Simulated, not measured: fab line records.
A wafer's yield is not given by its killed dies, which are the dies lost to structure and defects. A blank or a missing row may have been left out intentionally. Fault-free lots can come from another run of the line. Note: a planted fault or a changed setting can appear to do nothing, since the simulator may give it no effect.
Struck lot and sound lot, side by side + flow gf180mcu + 26 out of 602 route steps
Sound: wafers L115.1, L115.3, L115.4. Wafers struck: L120.1, L120.2, L120.5. The cause is given at the end.
Order at every step that has rows: each side's tool, ch and its chambers, its first start. Under that, the readings that differ: sound wafers + struck wafers + difference of the means + sigmas: that difference in standard deviations of wafers without a fault.
alike: a reading whose means differ by less than 2 such deviations, as well as words and numbers matching on both sides. not compared: withheld readings; readings where some wafer has no value; bounds like >300 that might hide an equal value; numbers whose values overlap and for which the record gives no deviation.
A row with sigmas, a row that says differs or no value, or rows on one side alone: a step with any of these is where the two part. Numbers that don't overlap but have no deviation are shown without sigmas and don't part them. A reading missing from all wafers of one side parts the sides only when that side holds two or more wafers.

first, 6 steps without rows for these wafers: GF_TOP_METAL_HMDS_08 (prime time 60 s); GF_TOP_METAL_COAT_09 (resist thk 1500 nm); GF_TOP_METAL_SOFTBAKE_10 (time 60 s); GF_TOP_METAL_EXPOSE_11 (exposes mask MetalTop, target cd 440 nm); GF_TOP_METAL_PEB_12; GF_TOP_METAL_DEVELOP_13 (develop time 60 s).
GF_TOP_METAL_CD_MEAS_14: target cd 440 nm.
  struck on cd sem-01, day 31 05:32; sound on cd sem-01, day 29 23:50
| reading    | sound             | struck            | difference | sigmas |
|------------|-------------------|-------------------|------------|--------|
| cd nm (nm) | 444.6 443.6 444.1 | 437.5 438.1 437.9 | -6.3       | -2     |
GF_TOP_METAL_OVL_MEAS_15:
  struck on overlay-01, day 31 05:39; sound on overlay-02, day 29 23:57
  alike: TOP_METAL_OVL
GF_TOP_METAL_METAL_ETCH_16: etches the open film in Cl2/BCl3, stops on SiO2, target depth 1077.5 nm, time 179.6 s.
  sound on rie metal-03 ch 1, day 29 23:59; struck on rie metal-03 ch 0,1, day 31 05:41
  alike: chamber pressure mTorr, drypump motor current A, oes product au, throttle valve pct
  not compared: rf hours counter h
GF_TOP_METAL_STRIP_17: strips in O2/N2.
  sound on plasma asher-01 ch 0,1, day 30 00:20; struck on plasma asher-02 ch 0,1, day 31 05:52
  alike: chamber pressure mTorr, drypump motor current A, heater power w, oes product au, platen temp c, strip time to endpoint s
  not compared: rf hours counter h
then, 2 steps without rows for these wafers: GF_TOP_METAL_STRIP_18 (strips in post etch residue remover, time 1200 s); GF_TOP_METAL_CLEAN_19 (cleans in DIW).
GF_PASSIVATION_CVD_00: deposits SiO2 from TEOS, target thk 1000 nm, time 111.95 s.
  sound on pecvd-02 ch 0,1,2, day 30 00:52; struck on pecvd-01 ch 0,2, day 31 06:29
| reading            | sound             | struck            | difference | sigmas |
|--------------------|-------------------|-------------------|------------|--------|
| rf fwd power W (W) | 597.5 594.5 595.8 | 689.7 694.4 694.5 | +96.9      | +48    |
  alike: heater power w
  not compared: model.SiO2_of_PASSIVATION_CVD_00.thk nm
GF_PASSIVATION_THK_MEAS_01:
  struck on film metro-03, day 31 06:34; sound on film metro-01, day 30 00:56
  alike: PASSIVATION_CVD_00_THK
GF_PASSIVATION_CVD_02: deposits Si3N4, target thk 700 nm, time 486.18 s.
  sound on pecvd-04 ch 0,1,2, day 30 01:00; struck on pecvd-04 ch 0,1,2, day 31 06:37
  alike: heater power w, rf fwd power W
GF_PASSIVATION_THK_MEAS_03:
  struck on film metro-04, day 31 06:55; sound on film metro-03, day 30 01:17
  alike: PASSIVATION_CVD_02_THK
then, 7 steps without rows for these wafers: GF_PASSIVATION_DEHYDRATE_04 (time 60 s); GF_PASSIVATION_HMDS_05 (prime time 60 s); GF_PASSIVATION_COAT_06 (resist thk 4000 nm); GF_PASSIVATION_SOFTBAKE_07; GF_PASSIVATION_EXPOSE_08 (exposes mask Pad, target cd 40000 nm); GF_PASSIVATION_PEB_09; GF_PASSIVATION_DEVELOP_10 (develop time 60 s).
GF_PASSIVATION_ETCH_11: etches the open film in CF4/O2, stops on TiN, target depth 1800 nm, time 400 s.
  sound on rie diel-03 ch 0,1,3, day 30 19:41; struck on rie diel-02 ch 0,3, day 31 23:48
  alike: chamber pressure mTorr, drypump motor current A, oes product au, throttle valve pct
  not compared: rf hours counter h, model.etch.depth nm, model.PASSIVATION.feature depth nm
GF_PASSIVATION_STRIP_12: strips in O2/N2.
  sound on plasma asher-03 ch 0,1, day 30 19:56; struck on plasma asher-04 ch 0,1, day 32 00:02
  alike: chamber pressure mTorr, drypump motor current A, heater power w, oes product au, platen temp c, strip time to endpoint s
  not compared: rf hours counter h
after that, 1 step had no rows for these wafers: GF_PASSIVATION_PROBE_99.

== WHERE THEY PART ==
At GF_TOP_METAL_CD_MEAS_14 first; at GF_PASSIVATION_CVD_00 last (within this record only). Later steps at which nothing parts them and some readings are alike: GF_PASSIVATION_THK_MEAS_01, GF_PASSIVATION_CVD_02, GF_PASSIVATION_THK_MEAS_03, GF_PASSIVATION_ETCH_11, GF_PASSIVATION_STRIP_12.

WHY: what had been put in by the simulator
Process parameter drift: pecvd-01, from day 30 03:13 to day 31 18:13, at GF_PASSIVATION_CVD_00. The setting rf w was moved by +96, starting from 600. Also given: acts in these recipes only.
